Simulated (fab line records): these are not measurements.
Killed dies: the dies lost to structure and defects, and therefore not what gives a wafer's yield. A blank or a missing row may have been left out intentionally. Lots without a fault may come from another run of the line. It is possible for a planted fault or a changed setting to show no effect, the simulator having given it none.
Which tool was responsible? -- flow gf180mcu -- Sampling: 13 lots, 39 wafers, 2 of 602 route steps

== WHAT THE GAUGES READ, wafer by wafer ==
GF_SAB_CD_MEAS_09: the cd target is 420 nm. Usual: cd_nm 419.4 nm, standard deviation 2.2.
lot,measured,on,cd_nm (nm),flag
L228,day 16 01:19,cd_sem-01,423.2 425.0 423.0,
L229,day 16 02:16,cd_sem-01,422.6 422.9 423.0,
L230,day 16 06:40,cd_sem-02,420.6 420.1 417.7,
L231,day 16 21:25,cd_sem-01,416.8 420.2 418.9,
L232,day 17 09:28,cd_sem-01,417.2 419.8 419.6,
L234,day 17 20:29,cd_sem-01,418.6 418.7 421.2,
L239,day 19 10:13,cd_sem-02,420.0 416.4 417.7,
L244,day 21 07:58,cd_sem-01,419.1 419.0 423.1,
L245,day 21 11:13,cd_sem-01,417.7 417.9 418.4,
L246,day 21 17:10,cd_sem-01,421.6 421.9 420.5,
L248,day 22 15:00,cd_sem-01,416.3 415.5 416.8,
L249,day 22 18:40,cd_sem-02,420.8 417.0 420.8,
L250,day 22 23:31,cd_sem-02,419.9 419.1 419.6,

== WHAT TOOL EACH LOT RAN ON (gives the tool, then ch and the chambers of the sampled wafers, and finally the start) ==
lot,GF_HV_LDD_ETCHBACK_58
L228,"rie_diel-01 ch 0,1, day 13 07:55"
L229,"rie_diel-01 ch 0,1, day 13 09:50"
L230,"rie_diel-02 ch 0,1,2, day 13 13:47"
L231,"rie_diel-02 ch 1,2,3, day 14 04:08"
L232,"rie_diel-02 ch 1,2,3, day 14 14:50"
L234,"rie_diel-04 ch 1,3, day 15 00:10"
L239,"rie_diel-01 ch 0,2, day 16 11:20"
L244,"rie_diel-02 ch 2,3, day 18 06:49"
L245,"rie_diel-02 ch 1,2,3, day 18 09:56"
L246,"rie_diel-01 ch 0,2,3, day 18 18:13"
L248,"rie_diel-04 ch 0,2,3, day 19 15:23"
L249,"rie_diel-04 ch 0,1,2, day 19 19:01"
L250,"rie_diel-04 ch 2,3, day 20 00:26"
- GF_HV_LDD_ETCHBACK_58: etches Si3N4 in CH3F/O2, stops on SiO2, time 100 s, target depth 90 nm.

== AS READ BY THE TOOLS THEMSELVES (means over the sampled wafers that have a number; for cases with no such wafer, the mark the record gives instead) ==
GF_HV_LDD_ETCHBACK_58. Usual: drypump_motor_current_A 5.97 A, standard deviation 0.29; oes_product_au 0.844 a.u., standard deviation 0.0074; rf_fwd_power_W 397.9 W, standard deviation 1.4; throttle_valve_pct 10.560 %, standard deviation 0.0087.
lot,tool,drypump_motor_current_A (A),oes_product_au (a.u.),rf_fwd_power_W (W),throttle_valve_pct (%),flag
L228,rie_diel-01,6.19,0.834,397.2,10.547,
L229,rie_diel-01,6.18,0.845,398.2,10.561,
L230,rie_diel-02,5.84,0.840,398.3,10.556,
L231,rie_diel-02,5.83,0.838,397.9,10.549,
L232,rie_diel-02,5.83,0.840,397.8,10.564,
L234,rie_diel-04,6.03,0.842,397.0,10.561,
L239,rie_diel-01,6.18,0.833,396.9,10.569,
L244,rie_diel-02,5.70,0.833,398.7,10.560,
L245,rie_diel-02,5.83,0.845,398.1,10.556,
L246,rie_diel-01,6.24,0.847,397.2,10.554,
L248,rie_diel-04,5.66,0.844,398.8,10.560,
L249,rie_diel-04,5.89,0.844,398.1,10.561,
L250,rie_diel-04,5.66,0.846,397.1,10.557,

== THE ANSWER, worked out from the rows above alone ==
Rule: lot off if the mean of its wafers having a number is beyond 3 standard deviations from the usual mean. Also off: a lot with no number at a reading for which 4 or more lots have one. Any other lot the step has rows for is counted as sound. The gauges are gone through in route order, then the tools' own readings, and for those a lot's mean is taken as printed above. At the first step where some lot is off, the reading lying furthest off is the one used; lots without a number count as furthest.
Across all readings shown, no lot is off: no conclusion can be drawn from this.

== WHAT THE SIMULATOR PUT IN ==
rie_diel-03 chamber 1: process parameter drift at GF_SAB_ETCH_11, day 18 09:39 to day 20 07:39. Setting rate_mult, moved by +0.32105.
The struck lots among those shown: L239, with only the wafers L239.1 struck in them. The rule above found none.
